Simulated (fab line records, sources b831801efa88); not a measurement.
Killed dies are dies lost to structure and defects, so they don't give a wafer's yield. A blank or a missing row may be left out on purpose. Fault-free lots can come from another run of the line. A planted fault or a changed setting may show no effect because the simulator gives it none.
Which tool was responsible? | flow sky130 | 24 lots, 72 wafers sampled, at 6 steps of a route of 708

WHAT THE GAUGES SHOWED, per wafer
SKY_CONTACT_CD_MEAS_14: target cd 170 nm.
lot  | measured     | on        | cd_nm (nm)
L075 | day 31 09:58 | cd_sem-02 | 170.8 168.9 168.1
L074 | day 31 12:19 | cd_sem-02 | 169.4 170.2 171.1
L076 | day 31 23:55 | cd_sem-02 | 169.6 170.9 171.1
L077 | day 32 05:29 | cd_sem-01 | 168.7 168.9 167.7
L078 | day 32 21:27 | cd_sem-02 | 168.5 169.5 168.2
L079 | day 33 03:31 | cd_sem-01 | 170.3 170.9 171.6
L080 | day 33 08:31 | cd_sem-02 | 169.6 170.2 171.1
L081 | day 33 18:04 | cd_sem-01 | 171.4 171.7 171.3
L082 | day 33 22:50 | cd_sem-01 | 170.9 169.5 171.2
L083 | day 34 08:51 | cd_sem-02 | 169.7 171.1 170.8
L084 | day 34 20:21 | cd_sem-01 | 169.4 169.9 170.0
L085 | day 35 04:27 | cd_sem-01 | 170.3 169.0 169.2
L086 | day 35 08:20 | cd_sem-02 | 167.4 169.8 169.2
L087 | day 35 16:17 | cd_sem-01 | 170.5 170.4 170.4
L088 | day 36 00:01 | cd_sem-02 | 168.6 167.9 169.7
L089 | day 36 00:22 | cd_sem-01 | 171.2 169.9 171.4
L090 | day 36 12:23 | cd_sem-02 | 171.3 171.8 171.7
L091 | day 36 18:11 | cd_sem-01 | 170.6 171.3 168.8
L092 | day 36 21:50 | cd_sem-01 | 172.6 173.6 172.5
L093 | day 37 01:50 | cd_sem-01 | 169.7 169.5 169.8
L094 | day 38 00:19 | cd_sem-02 | 172.2 170.8 173.8
L095 | day 38 12:17 | cd_sem-02 | 168.7 169.5 168.9
L097 | day 38 19:37 | cd_sem-01 | 171.3 170.7 171.6
L096 | day 39 05:44 | cd_sem-02 | 171.7 172.9 172.1

SKY_VIA4_THK_MEAS_20: measures by xrf.
lot  | measured     | on            | VIA4_W_THK (nm)
L075 | day 42 15:44 | film_metro-03 | 506 491 493
L074 | day 42 18:40 | film_metro-04 | 492 509 515
L076 | day 43 03:29 | film_metro-03 | 498 496 506
L077 | day 43 07:49 | film_metro-02 | 489 485 503
L078 | day 44 01:23 | film_metro-03 | 482 503 501
L079 | day 44 02:38 | film_metro-03 | 509 490 505
L080 | day 44 06:07 | film_metro-02 | 500 496 497
L081 | day 44 17:13 | film_metro-04 | 501 483 478
L082 | day 44 21:50 | film_metro-03 | 488 492 495
L083 | day 45 05:37 | film_metro-04 | 488 520 487
L084 | day 45 15:39 | film_metro-04 | 507 508 509
L085 | day 45 23:13 | film_metro-03 | 482 506 483
L086 | day 46 02:44 | film_metro-02 | 493 489 491
L087 | day 46 06:09 | film_metro-03 | 508 487 489
L088 | day 46 12:34 | film_metro-04 | 502 496 498
L089 | day 46 14:11 | film_metro-04 | 516 488 509
L090 | day 46 21:47 | film_metro-02 | 485 487 507
L091 | day 47 02:12 | film_metro-02 | 493 497 493
L092 | day 47 05:15 | film_metro-02 | 498 500 488
L093 | day 47 08:17 | film_metro-03 | 501 494 508
L094 | day 48 00:26 | film_metro-02 | 500 488 501
L095 | day 48 12:56 | film_metro-04 | 504 482 487
L097 | day 48 17:25 | film_metro-02 | 488 498 491
L096 | day 48 22:56 | film_metro-03 | 496 498 489

WHAT TOOL EACH LOT RAN ON (gives the tool, then ch and the chambers of the sampled wafers, and finally the start)
lot  | SKY_CONTACT_ETCH_18                           | SKY_METAL1_SPUTTER_00        | SKY_VIA3_CMP_02               | SKY_METAL4_SPUTTER_03
L075 | rie_diel-01 ch 1,2,3, day 31 11:34 or earlier | pvd_sputter-03, day 31 11:34 | cmp-02 ch 0,3, day 38 09:04   | pvd_sputter-02, day 39 12:25
L074 | rie_diel-01 ch 1,2, day 31 13:57 or earlier   | pvd_sputter-02, day 31 13:57 | cmp-02 ch 0,1,3, day 38 11:52 | pvd_sputter-04, day 39 15:04
L076 | rie_diel-01 ch 2,3, day 32 01:38 or earlier   | pvd_sputter-03, day 32 01:38 | cmp-02 ch 0,2,3, day 38 21:14 | pvd_sputter-04, day 40 00:03
L077 | rie_diel-01 ch 0,1,2, day 32 07:01 or earlier | pvd_sputter-03, day 32 07:01 | cmp-01 ch 0,1, day 39 02:53   | pvd_sputter-01, day 40 05:29
L078 | rie_diel-01 ch 0,2,3, day 32 23:23 or earlier | pvd_sputter-04, day 32 23:23 | cmp-02 ch 0,1,2, day 39 20:43 | pvd_sputter-04, day 40 23:36
L079 | rie_diel-01 ch 0,1,3, day 33 05:05 or earlier | pvd_sputter-03, day 33 05:05 | cmp-01 ch 0,3, day 39 23:27   | pvd_sputter-04, day 41 01:49
L080 | rie_diel-04 ch 0,2,3, day 33 10:02 or earlier | pvd_sputter-03, day 33 10:02 | cmp-01 ch 0,3, day 40 04:00   | pvd_sputter-02, day 41 06:12
L081 | rie_diel-04 ch 0,1,3, day 33 19:35 or earlier | pvd_sputter-03, day 33 19:35 | cmp-01 ch 0,1,2, day 40 14:27 | pvd_sputter-02, day 41 17:10
L082 | rie_diel-04 ch 0,1, day 34 00:20 or earlier   | pvd_sputter-04, day 34 00:20 | cmp-01 ch 1,2,3, day 40 18:42 | pvd_sputter-04, day 41 20:58
L083 | rie_diel-04 ch 0,1,2, day 34 10:23 or earlier | pvd_sputter-02, day 34 10:23 | cmp-01 ch 0,1,2, day 41 04:37 | pvd_sputter-04, day 42 06:38
L084 | rie_diel-02 ch 0,3, day 34 21:50 or earlier   | pvd_sputter-03, day 34 21:50 | cmp-02 ch 0,3, day 41 14:17   | pvd_sputter-02, day 42 15:53
L085 | rie_diel-04 ch 0,1,3, day 35 05:59 or earlier | pvd_sputter-02, day 35 05:59 | cmp-02 ch 1,2,3, day 41 22:52 | pvd_sputter-01, day 43 00:40
L086 | rie_diel-01 ch 0,1, day 35 09:52 or earlier   | pvd_sputter-03, day 35 09:52 | cmp-02 ch 0,1,2, day 42 01:38 | pvd_sputter-01, day 43 02:38
L087 | rie_diel-04 ch 0,3, day 35 17:48 or earlier   | pvd_sputter-04, day 35 17:48 | cmp-02 ch 0,1,3, day 42 07:31 | pvd_sputter-02, day 43 08:49
L088 | rie_diel-02 ch 0,3, day 36 01:34 or earlier   | pvd_sputter-04, day 36 01:34 | cmp-02 ch 2,3, day 42 15:11   | pvd_sputter-02, day 43 15:34
L089 | rie_diel-04 ch 0,1,2, day 36 01:57 or earlier | pvd_sputter-03, day 36 01:57 | cmp-02 ch 1,2, day 42 16:48   | pvd_sputter-04, day 43 17:28
L090 | rie_diel-01 ch 1,2, day 36 13:54 or earlier   | pvd_sputter-03, day 36 13:54 | cmp-02 ch 0,2, day 43 01:45   | pvd_sputter-01, day 44 02:58
L091 | rie_diel-04 ch 0,1,3, day 36 19:43 or earlier | pvd_sputter-03, day 36 19:43 | cmp-01 ch 1,2,3, day 43 07:16 | pvd_sputter-02, day 44 07:49
L092 | rie_diel-04 ch 0,1,3, day 36 23:22 or earlier | pvd_sputter-02, day 36 23:22 | cmp-02 ch 1,2,3, day 43 09:45 | pvd_sputter-04, day 44 10:34
L093 | rie_diel-01 ch 1,2, day 37 03:20 or earlier   | pvd_sputter-03, day 37 03:20 | cmp-01 ch 0,1,2, day 43 14:48 | pvd_sputter-04, day 44 14:08
L094 | rie_diel-02 ch 0,1,2, day 38 01:50 or earlier | pvd_sputter-03, day 38 01:50 | cmp-02 ch 0,1,2, day 44 10:38 | pvd_sputter-04, day 45 09:56
L095 | rie_diel-01 ch 0,1,2, day 38 13:53 or earlier | pvd_sputter-03, day 38 13:53 | cmp-01 ch 0,2,3, day 44 22:35 | pvd_sputter-02, day 45 22:25
L097 | rie_diel-04 ch 0,1, day 38 21:08 or earlier   | pvd_sputter-04, day 38 21:08 | cmp-02 ch 0,3, day 45 03:15   | pvd_sputter-02, day 46 03:05
L096 | rie_diel-02 ch 2,3, day 39 07:14 or earlier   | pvd_sputter-03, day 39 07:14 | cmp-01 ch 0,1, day 45 11:36   | pvd_sputter-02, day 46 09:52
- SKY_CONTACT_ETCH_18: etches Si3N4 in CHF3/O2, stops on TiN, time 39 s, target depth 75 nm.
- SKY_METAL1_SPUTTER_00: material Ti, target thk 15 nm, time 10 s.
- SKY_VIA3_CMP_02: polishes SiO2.
- SKY_METAL4_SPUTTER_03: material Ti, target thk 5 nm, time 3.3 s.

WHAT THE TOOLS THEMSELVES READ (means of the sampled wafers that have a number; where no wafer has one, the mark that the record gives instead)
SKY_CONTACT_ETCH_18.
lot  | tool        | drypump_motor_current_A (A) | oes_product_au (a.u.) | throttle_valve_pct (%)
L075 | rie_diel-01 | 5.7                         | 0.861                 | 8.797
L074 | rie_diel-01 | 5.4                         | 0.852                 | 8.793
L076 | rie_diel-01 | 6.0                         | 0.854                 | 8.799
L077 | rie_diel-01 | 5.5                         | 0.865                 | 8.798
L078 | rie_diel-01 | 5.8                         | 0.844                 | 8.800
L079 | rie_diel-01 | 5.9                         | 0.852                 | 8.794
L080 | rie_diel-04 | 5.6                         | 0.855                 | 8.797
L081 | rie_diel-04 | 5.6                         | 0.857                 | 8.795
L082 | rie_diel-04 | 5.7                         | 0.854                 | 8.798
L083 | rie_diel-04 | 5.7                         | 0.856                 | 8.786
L084 | rie_diel-02 | 4.8                         | 0.851                 | 8.790
L085 | rie_diel-04 | 5.6                         | 0.855                 | 8.788
L086 | rie_diel-01 | 5.7                         | 0.845                 | 8.787
L087 | rie_diel-04 | 5.5                         | 0.856                 | 8.796
L088 | rie_diel-02 | 4.9                         | 0.860                 | 8.792
L089 | rie_diel-04 | 5.7                         | 0.854                 | 8.789
L090 | rie_diel-01 | 5.4                         | 0.862                 | 8.797
L091 | rie_diel-04 | 5.6                         | 0.854                 | 8.791
L092 | rie_diel-04 | 5.6                         | 0.856                 | 8.787
L093 | rie_diel-01 | 5.4                         | 0.858                 | 8.782
L094 | rie_diel-02 | 5.7                         | 0.857                 | 8.796
L095 | rie_diel-01 | 5.5                         | 0.849                 | 8.798
L097 | rie_diel-04 | 5.7                         | 0.845                 | 8.789
L096 | rie_diel-02 | 5.1                         | 0.853                 | 8.789

SKY_METAL1_SPUTTER_00.
lot  | tool           | throttle_valve_pct (%)
L075 | pvd_sputter-03 | 30.5
L074 | pvd_sputter-02 | 29.1
L076 | pvd_sputter-03 | 30.3
L077 | pvd_sputter-03 | 30.2
L078 | pvd_sputter-04 | 30.0
L079 | pvd_sputter-03 | 30.2
L080 | pvd_sputter-03 | 30.1
L081 | pvd_sputter-03 | 30.0
L082 | pvd_sputter-04 | 30.0
L083 | pvd_sputter-02 | 29.6
L084 | pvd_sputter-03 | 30.4
L085 | pvd_sputter-02 | 29.8
L086 | pvd_sputter-03 | 30.8
L087 | pvd_sputter-04 | 30.1
L088 | pvd_sputter-04 | 30.2
L089 | pvd_sputter-03 | 30.5
L090 | pvd_sputter-03 | 30.0
L091 | pvd_sputter-03 | 29.8
L092 | pvd_sputter-02 | 29.9
L093 | pvd_sputter-03 | 30.4
L094 | pvd_sputter-03 | 30.2
L095 | pvd_sputter-03 | 30.6
L097 | pvd_sputter-04 | 30.0
L096 | pvd_sputter-03 | 30.0

SKY_VIA3_CMP_02.
lot  | tool   | motor_current_A (A) | platen_rpm (rpm)
L075 | cmp-02 | 12.8                | 60.03
L074 | cmp-02 | 12.4                | 60.03
L076 | cmp-02 | 12.2                | 59.94
L077 | cmp-01 | 11.2                | 60.03
L078 | cmp-02 | 12.0                | 60.01
L079 | cmp-01 | 10.7                | 59.96
L080 | cmp-01 | 10.6                | 60.00
L081 | cmp-01 | 12.1                | 60.04
L082 | cmp-01 | 12.1                | 59.98
L083 | cmp-01 | 11.8                | 59.99
L084 | cmp-02 | 13.4                | 60.00
L085 | cmp-02 | 11.6                | 60.01
L086 | cmp-02 | 12.2                | 60.05
L087 | cmp-02 | 12.3                | 59.99
L088 | cmp-02 | 12.4                | 59.98
L089 | cmp-02 | 11.2                | 60.03
L090 | cmp-02 | 12.2                | 59.99
L091 | cmp-01 | 11.9                | 59.99
L092 | cmp-02 | 12.2                | 60.01
L093 | cmp-01 | 12.4                | 59.98
L094 | cmp-02 | 12.0                | 60.03
L095 | cmp-01 | 11.5                | 60.01
L097 | cmp-02 | 12.9                | 60.00
L096 | cmp-01 | 11.3                | 59.96

SKY_METAL4_SPUTTER_03.
lot  | tool           | throttle_valve_pct (%)
L075 | pvd_sputter-02 | 29.6
L074 | pvd_sputter-04 | 30.1
L076 | pvd_sputter-04 | 30.1
L077 | pvd_sputter-01 | 30.0
L078 | pvd_sputter-04 | 30.0
L079 | pvd_sputter-04 | 29.9
L080 | pvd_sputter-02 | 29.6
L081 | pvd_sputter-02 | 29.9
L082 | pvd_sputter-04 | 30.0
L083 | pvd_sputter-04 | 29.9
L084 | pvd_sputter-02 | 29.6
L085 | pvd_sputter-01 | 29.6
L086 | pvd_sputter-01 | 29.7
L087 | pvd_sputter-02 | 29.3
L088 | pvd_sputter-02 | 29.3
L089 | pvd_sputter-04 | 30.0
L090 | pvd_sputter-01 | 29.6
L091 | pvd_sputter-02 | 29.6
L092 | pvd_sputter-04 | 30.0
L093 | pvd_sputter-04 | 30.0
L094 | pvd_sputter-04 | 29.9
L095 | pvd_sputter-02 | 29.2
L097 | pvd_sputter-02 | 29.7
L096 | pvd_sputter-02 | 29.0

THE ANSWER, worked out from the rows above alone
Rule: the lots themselves supply what counts as usual. The widest of any qualifying gaps counts: lots, ordered by their means at a reading, are off when they make up no more than a third of the lots, leave a main group of 4 or more, and stand apart from it by 3 or more times the standard deviation of that group's means. A main group is skipped when, at the precision printed for the reading in the tables above, its means are all equal. Also off: a lot with no number at a reading for which 4 or more lots have one. Any other lot the step has rows for is counted as sound. First the gauges in route order, then the tools' own readings, where a lot's mean is used as printed above. At the first step where some lot is off, the reading lying furthest off is the one used; lots without a number count as furthest.
Nothing can be told from this: no lot is off at any reading shown.

WHAT THE SIMULATOR HAD PUT IN
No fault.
